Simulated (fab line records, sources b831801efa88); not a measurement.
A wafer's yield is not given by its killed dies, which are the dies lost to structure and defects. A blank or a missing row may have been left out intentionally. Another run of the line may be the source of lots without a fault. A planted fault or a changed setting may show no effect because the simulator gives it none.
fab line records ; flow sky130
[record] lots = 5; wafers = 15; lastDay = 50
route steps=708 shown GATE_OXIDE@188 PAD_OPEN@708
lots that met no fault: from a run of the same line without faults
startH: start of the lot's first displayed wafer, in hours after the record's first day ; waitH: time in hours since the lot's previous step ; " identical to the entry in the row above ; L1.1+2: several wafers, shown together as one row ; - value missing, or start not given ; * or withheld: withheld ; < > ~ a bound
route shown NAME@n: a module of which the file shows steps, and the number in the route of the first ; usual: mean/standard deviation of fault-free wafers ; same: alike in all rows ; chamber/n: place in a boat ; sites: the reading at each site ; _std_site: how widely they spread, as a standard deviation ; _edge_site: the outer-site mean with the inner-site mean subtracted ; radiusMm: for every site, how far away it sits from the centre of the wafer ; mask NAME#n: copy n ; behind: the tool/chamber that last shaped the wafer ; hold: why the lot was held/for how many hours/how that ended ; device: the n, p or np transistor that did not switch ; end of line: the route-end tests of the same wafers ; step lacking rows: just its recipe ; killed: count of dies lost to structure and defects at first sort (not the wafer's yield) ; map: shows each die of a wafer: x if killed, . if not, _ if none is there
set.NAME: the setting as run; set.NAME@STEP: as run at that earlier step ; model.NAME: the simulator's own value behind a step, which no gauge read
lots at some steps of the route; a table a step, a row a wafer
services: from which hour (startH, from the record's first day; less than 0 if before it) a tool's chamber was out of use, for how many hours, and why
[[steps]]
[step SKY_GATE_OXIDE_OXIDATION_01]
[recipe] tempC = 900; ambient = O2; stabiliseS = 600; purgeS = 300; targetThkA = 102.68; oxTimeS = 1473
[step SKY_GATE_OXIDE_THK_MEAS_02]
[recipe] reads = SiO2_of_GATE_OXIDE_OXIDATION_01
[usual] GATE_OXIDE_OXIDATION_00_THK = 10.22/0.24
lot.wafer;tool;chamber;startH;waitH;GATE_OXIDE_OXIDATION_00_THK[nm]
L203.1;filmMetro-01;-;289.87;0.0;10.01
L203.2;filmMetro-01;-;289.87;0.0;9.99
L203.3;filmMetro-01;-;289.87;0.0;9.78
L209.1;filmMetro-02;-;340.08;0.0;10.19
L209.2;filmMetro-02;-;340.08;0.0;10.17
L209.6;filmMetro-02;-;340.08;0.0;10.10
L210.2;filmMetro-01;-;343.65;0.0;10.25
L210.5;filmMetro-01;-;343.65;0.0;10.37
L210.6;filmMetro-01;-;343.65;0.0;10.38
L215.2;filmMetro-01;-;394.94;0.0;10.61
L215.4;filmMetro-01;-;394.94;0.0;10.57
L215.6;filmMetro-01;-;394.94;0.0;10.33
L225.2;filmMetro-04;-;471.65;0.0;10.43
L225.3;filmMetro-04;-;471.65;0.0;10.44
L225.6;filmMetro-04;-;471.65;0.0;10.20
[step SKY_GATE_OXIDE_DEHYDRATE_03]
[recipe] tempC = 200; timeS = 60
[step SKY_GATE_OXIDE_HMDS_04]
[recipe] primeTimeS = 60; primeTempC = 120
[step SKY_GATE_OXIDE_COAT_05]
[recipe] resist = NOVOLAK; spinRpm = 3000; resistThkNm = 1140
[step SKY_GATE_OXIDE_SOFTBAKE_06]
[recipe] tempC = 90; timeS = 60; resist = NOVOLAK
[step SKY_GATE_OXIDE_EXPOSE_07]
[recipe] maskId = LVOM; na = 0.6; sourceShape = conventional; sigmaOuter = 0.6; polarization = unpolarized; targetCdNm = 600; doseMj = 170
[step SKY_GATE_OXIDE_PEB_08]
[recipe] tempC = withheld; timeS = *; resist = NOVOLAK
[step SKY_GATE_OXIDE_DEVELOP_09]
[recipe] resist = NOVOLAK; developer = TMAH; developTimeS = 60; devTempC = 23
[step SKY_GATE_OXIDE_OVL_MEAS_10]
[usual] GATE_OXIDE_OVL = -0.5/1.3
lot.wafer;tool;chamber;startH;waitH;GATE_OXIDE_OVL[nm]
L203.1;overlay-02;-;314.29;0.1;-2.0
L203.2;overlay-02;-;314.29;0.1;-3.4
L203.3;overlay-02;-;314.29;0.1;-1.1
L209.1;overlay-01;-;367.21;0.1;0.8
L209.2;overlay-01;-;367.21;0.1;0.0
L209.6;overlay-01;-;367.21;0.1;0.6
L210.2;overlay-01;-;371.35;0.1;-3.0
L210.5;overlay-01;-;371.35;0.1;-2.0
L210.6;overlay-01;-;371.35;0.1;-1.5
L215.2;overlay-01;-;424.17;0.1;-2.3
L215.4;overlay-01;-;424.17;0.1;-1.3
L215.6;overlay-01;-;424.17;0.1;-1.3
L225.2;overlay-01;-;502.50;0.1;1.0
L225.3;overlay-01;-;502.50;0.1;2.2
L225.6;overlay-01;-;502.50;0.1;2.3
[step SKY_GATE_OXIDE_IMPLANT_11]
[recipe] species = B; energyKev = 10; doseCm2 = 2.6e+12; tiltDeg = withheld
[step SKY_GATE_OXIDE_WET_ETCH_12]
[recipe] chemistry = dHF; targetDepthNm = 16.8; dry = n2Spin; target = SiO2; dilution = 100:1; tempC = 25; timeS = 336
[step SKY_GATE_OXIDE_STRIP_13]
[recipe] chemistry = O2/N2; powerW = 1400; pressureMtorr = 1500; platenTempC = withheld; o2FlowSccm = 3000; n2FlowSccm = 300; overashFraction = 0.5
[usual] drypumpMotorCurrentA = 6.17/0.29; oesProductAu = 0.716/0.0046; stripTimeToEndpointS = 14.17/0.049
lot.wafer;tool;chamber;startH;waitH;drypumpMotorCurrentA;oesProductAu;rfHoursCounterH;stripTimeToEndpointS;model.NOVOLAK_of_GATE_OXIDE_COAT_05.thkNm
L203.1;plasmaAsher-02;0;314.59;0.0;5.74;0.715;61;14.14;0
L203.2;plasmaAsher-02;1;314.59;0.0;6.53;0.712;61;14.22;0
L203.3;plasmaAsher-02;1;314.59;0.0;6.53;0.713;-;14.15;0
L209.1;plasmaAsher-02;0;367.50;0.0;5.76;0.715;66;14.18;0
L209.2;plasmaAsher-02;1;367.50;0.0;6.51;0.715;66;14.20;0
L209.6;plasmaAsher-02;0;367.50;0.0;5.76;0.719;-;14.16;0
L210.2;plasmaAsher-02;1;371.64;0.0;6.54;0.941;66;-;316
L210.5;plasmaAsher-02;0;371.64;0.0;5.73;0.941;-;-;315.5
L210.6;plasmaAsher-02;1;371.64;0.0;6.56;0.939;-;-;315.5
L215.2;plasmaAsher-04;0;424.55;0.0;6.34;0.713;29;14.20;0
L215.4;plasmaAsher-04;1;424.55;0.0;6.28;0.717;-;14.21;0
L215.6;plasmaAsher-04;1;424.55;0.0;6.25;0.722;-;14.19;0
L225.2;plasmaAsher-04;0;502.78;0.0;6.31;0.720;37;14.18;0
L225.3;plasmaAsher-04;1;502.78;0.0;6.26;0.720;-;14.20;0
L225.6;plasmaAsher-04;1;502.78;0.0;6.25;0.709;-;14.19;0
[step SKY_GATE_OXIDE_TW_MEAS_14]
[usual] GATE_OXIDE_TW = 225.3/2
lot.wafer;tool;chamber;startH;waitH;GATE_OXIDE_TW
L203.1;filmMetro-02;-;314.69;0.1;224.1
L203.2;filmMetro-02;-;314.69;0.1;223.9
L203.3;filmMetro-02;-;314.69;0.1;222.7
L209.1;filmMetro-04;-;367.60;0.1;226.3
L209.2;filmMetro-04;-;367.60;0.1;225.7
L209.6;filmMetro-04;-;367.60;0.1;226.6
L210.2;filmMetro-01;-;371.75;0.1;226.3
L210.5;filmMetro-01;-;371.75;0.1;227.0
L210.6;filmMetro-01;-;371.75;0.1;227.9
L215.2;filmMetro-04;-;424.66;0.1;225.9
L215.4;filmMetro-04;-;424.66;0.1;227.5
L215.6;filmMetro-04;-;424.66;0.1;226.4
L225.2;filmMetro-01;-;502.89;0.1;227.1
L225.3;filmMetro-01;-;502.89;0.1;225.8
L225.6;filmMetro-01;-;502.89;0.1;226.3
[step SKY_PAD_OPEN_PROBE_99]
[usual] killed_at_M0_to_M3 = 44/6.8; killed_at_M4_up = 3.2/1.7; killedAtContacts = 24/4.9; killedAtFrontEnd = 14/4.1; killedAtOther = 0.2/0.51; killedDies = 85/8.7; killedOnRim = 16/4; killedOpen = 46/6.8; killedShort = 39/6.1
[same] grossDies = 492; killedAtBackSide = 0
lot.wafer;tool;chamber;startH;waitH;killed_at_M0_to_M3;killed_at_M4_up;killedAtContacts;killedAtFrontEnd;killedAtOther;killedDies;killedOnRim;killedOpen;killedShort
L203.1;prober-01;-;1076.27;0.1;46;1;30;15;0;92;18;47;45
L203.2;prober-01;-;1076.32;0.1;41;4;19;9;0;73;11;40;33
L203.3;prober-01;-;1076.37;0.2;42;4;22;11;0;79;17;44;35
L210.2;prober-02;-;1129.98;0.1;36;3;28;425;0;492;96;48;31
L210.5;prober-02;-;1130.13;0.2;46;2;26;418;0;492;96;47;40
L210.6;prober-02;-;1130.18;0.2;51;6;29;405;1;492;96;62;50
L215.2;prober-01;-;1160.20;0.1;48;3;28;15;0;94;25;55;39
L215.4;prober-01;-;1160.30;0.2;32;3;26;16;1;78;18;41;37
L215.6;prober-01;-;1160.40;0.2;39;4;21;8;0;72;12;36;36
// killed by level:class
L203.1 CONTACT:geometricParticle:open=14 CONTACT:geometricParticle:short=8 VIA2:geometricParticle:open=7 METAL1:geometricParticle:short=6 VIA1:geometricParticle:open=6 VIA3:geometricParticle:open=6 METAL2:geometricParticle:short=5 FIELD_ISO:geometricParticle:short=4
L203.2 VIA1:geometricParticle:open=10 CONTACT:geometricParticle:open=8 CONTACT:geometricParticle:short=7 METAL2:geometricParticle:short=6 FIELD_ISO:geometricParticle:open=5 VIA2:geometricParticle:open=5 METAL1:geometricParticle:short=4 VIA1:geometricParticle:short=4
L203.3 VIA1:geometricParticle:open=13 CONTACT:geometricParticle:open=8 LI_CONTACT:geometricParticle:open=6 METAL1:geometricParticle:short=6 CONTACT:geometricParticle:short=5 VIA2:geometricParticle:open=5 METAL2:geometricParticle:short=4 VIA3:geometricParticle:open=4
L210.2 GATE_OXIDE:areaOxidation=413 VIA2:geometricParticle:open=10 CONTACT:geometricParticle:short=8 LI_CONTACT:geometricParticle:open=7 CONTACT:geometricParticle:open=7 VIA3:geometricParticle:open=6 VIA1:geometricParticle:open=6 FIELD_ISO:geometricParticle:open=5
L210.5 GATE_OXIDE:areaOxidation=405 VIA1:geometricParticle:open=12 CONTACT:geometricParticle:open=10 LOCAL_INTERCONNECT:geometricParticle:short=8 METAL1:geometricParticle:short=7 FIELD_ISO:geometricParticle:short=6 FIELD_ISO:geometricParticle:open=6 VIA2:geometricParticle:open=6
L210.6 GATE_OXIDE:areaOxidation=380 VIA2:geometricParticle:open=13 CONTACT:geometricParticle:open=11 VIA1:geometricParticle:open=11 LI_CONTACT:geometricParticle:open=10 FIELD_ISO:geometricParticle:short=9 METAL2:geometricParticle:short=6 FIELD_ISO:geometricParticle:open=5
L215.2 VIA2:geometricParticle:open=11 CONTACT:geometricParticle:short=10 VIA1:geometricParticle:open=10 CONTACT:geometricParticle:open=9 POLY_GATE:geometricParticle:open=7 VIA3:geometricParticle:open=7 LI_CONTACT:geometricParticle:open=6 METAL2:geometricParticle:short=5
L215.4 CONTACT:geometricParticle:open=13 LI_CONTACT:geometricParticle:open=8 VIA1:geometricParticle:open=7 METAL1:geometricParticle:short=7 POLY_GATE:geometricParticle:short=6 VIA3:geometricParticle:open=6 VIA1:geometricParticle:short=5 FIELD_ISO:geometricParticle:short=3
L215.6 CONTACT:geometricParticle:short=7 METAL2:geometricParticle:short=7 CONTACT:geometricParticle:open=6 VIA2:geometricParticle:open=6 VIA1:geometricParticle:open=5 LI_CONTACT:geometricParticle:open=4 VIA2:geometricParticle:short=4 VIA3:geometricParticle:open=4
// map L210.2 (x killed, . not)
__________xxxxxxxxxx_________
________xxxxxxxxxxxxxx_______
______xxxxxxxxxxxxxxxxxx_____
_____xxxxxxxxxxxxxxxxxxxx____
____xxxxxxxxxxxxxxxxxxxxxx___
___xxxxxxxxxxxxxxxxxxxxxxxx__
__xxxxxxxxxxxxxxxxxxxxxxxxxx_
_xxxxxxxxxxxxxxxxxxxxxxxxxxxx
_xxxxxxxxxxxxxxxxxxxxxxxxxxxx
_xxxxxxxxxxxxxxxxxxxxxxxxxxxx
_xxxxxxxxxxxxxxxxxxxxxxxxxxxx
_xxxxxxxxxxxxxxxxxxxxxxxxxxxx
_xxxxxxxxxxxxxxxxxxxxxxxxxxxx
_xxxxxxxxxxxxxxxxxxxxxxxxxxxx
_xxxxxxxxxxxxxxxxxxxxxxxxxxxx
__xxxxxxxxxxxxxxxxxxxxxxxxxx_
___xxxxxxxxxxxxxxxxxxxxxxxx__
____xxxxxxxxxxxxxxxxxxxxxx___
_____xxxxxxxxxxxxxxxxxxxx____
______xxxxxxxxxxxxxxxxxx_____
________xxxxxxxxxxxxxx_______
__________xxxxxxxxxx_________
// map L209.2 (x killed, . not)
__________.......x.._________
________.x...........x_______
______x.x..x......x..x.x_____
_____xx...x.x.x..........____
____...x..x............x..___
___.......x.x........x.x..x__
__................x.x.....xx_
_....x...xx...x.....xx.x....x
_.....x..x....x.x..x......xx.
_x.....x...x.......xxx.x.....
_...x......x..x...x.....xxx..
_...x.xx...x.x..x......x.....
_.....x................xxx...
_................x......x....
_....x.x........x....x..xx...
__x......x....x.x.....x....._
___..x...............x.....__
____........x.x..........x___
_____....x......x.....x..____
______...........x....x._____
________.......xx...x._______
__________xx.x.x...._________
[[services]]
tool;chamber;startH;hours;kind
plasmaAsher-02;-;427.84;1.3;repair
plasmaAsher-04;-;477.69;2.8;pm
[[key]]
[firstSign] step = SKY_GATE_OXIDE_STRIP_13; reading = oesProductAu; direction = up; sigmas = 49; usual = 0.716; struck = 0.940
[effect] step = SKY_PAD_OPEN_PROBE_99; reading = killedAtFrontEnd; direction = up; sigmas = 97; usual = 14; struck = 416
[modelEffect] step = SKY_GATE_OXIDE_STRIP_13; value = NOVOLAK_of_GATE_OXIDE_COAT_05.thkNm; without = 0; struck = 315.7
[moreKillsBornAt] SKY_GATE_OXIDE_OXIDATION_16@furnace-02 = 1198
metAt SKY_GATE_OXIDE_STRIP_13
struckWafers L210.2,L210.5,L210.6
laterRowsLeftOut L210.2,L210.5,L210.6
testerLeftOut L210
onsetBetween 367.50 371.64
[fault] kind = stripAborted; tool = plasmaAsher-02; chamber = -; onsetH = 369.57; steps = SKY_GATE_OXIDE_STRIP_13; offset = 0.55743; endH = 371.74
// testerLeftOut: of these lots the tester's yield and bins aren't shown, on N5 and GAA mostly nor the transistor test; their killed dies are dies lost to structure and defects alone, not to doping, threshold or leakage, so they don't give the yield
// laterRowsLeftOut: the simulator's readings of these wafers behind a module that went badly wrong aren't trusted and aren't shown, but for the sort
